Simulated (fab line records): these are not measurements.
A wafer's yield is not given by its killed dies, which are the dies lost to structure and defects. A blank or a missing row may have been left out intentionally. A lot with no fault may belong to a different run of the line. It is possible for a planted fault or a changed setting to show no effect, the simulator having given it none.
Chamber matching + flow sky130 + 4 sister chambers for SKY_LI_CONTACT_CMP_02 on cmp-02
The step polishes PSG. 8 wafers are shown with their chamber, then 7 later ones without.

== WAFERS WITH THEIR CHAMBER ==
| wafer  | chamber | motor current A (A) | time to endpoint s (s) |
|--------|---------|---------------------|------------------------|
| L645.5 | 1       | 11.4                | 33                     |
| L647.1 | 0       | 12.0                | 40                     |
| L647.3 | 1       | 11.8                | 35                     |
| L648.6 | 3       | 10.3                | 29                     |
| L653.5 | 2       | 13.9                | 29                     |
| L653.6 | 3       | 10.2                | 28                     |
| L655.1 | 0       | 12.6                | 33                     |
| L655.3 | 2       | 13.5                | 28                     |

== WAFERS MISSING THEIR CHAMBER ==
| wafer  | motor current A (A) | time to endpoint s (s) |
|--------|---------------------|------------------------|
| L655.5 | 11.8                | 29                     |
| L657.1 | 13.7                | 33                     |
| L657.2 | 11.8                | 38                     |
| L657.6 | 11.3                | 37                     |
| L668.2 | 10.6                | 27                     |
| L668.3 | 11.6                | 35                     |
| L668.5 | 13.8                | 33                     |

== EACH ONE'S CHAMBER ==
| wafer  | from the rows above     | in truth |
|--------|-------------------------|----------|
| L655.5 | can't be placed: 1 or 0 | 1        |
| L657.1 | 2                       | 2        |
| L657.2 | can't be placed: 1 or 0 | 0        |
| L657.6 | can't be placed: 1 or 0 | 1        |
| L668.2 | 3                       | 3        |
| L668.3 | 1                       | 1        |
| L668.5 | 2                       | 2        |
Correct placement for 4 of the 7. Not placeable from these rows: 3 (in 3, the candidates include the true chamber). Number placed wrongly: 0.
How it was worked out, from the rows above alone: a wafer's distance from a chamber is the root of the sum, over the readings, of the square of ((its reading less the chamber's mean) divided by the reading's scatter). If the next closest chamber is less than 2 further off than the closest, the wafer can't be placed; otherwise it belongs to the closest. Each chamber's mean is taken over the wafers shown for it. The scatter is the square root of a quotient: the sum, over the shown wafers, of each reading's squared deviation from its chamber's mean, divided by wafers minus chambers.
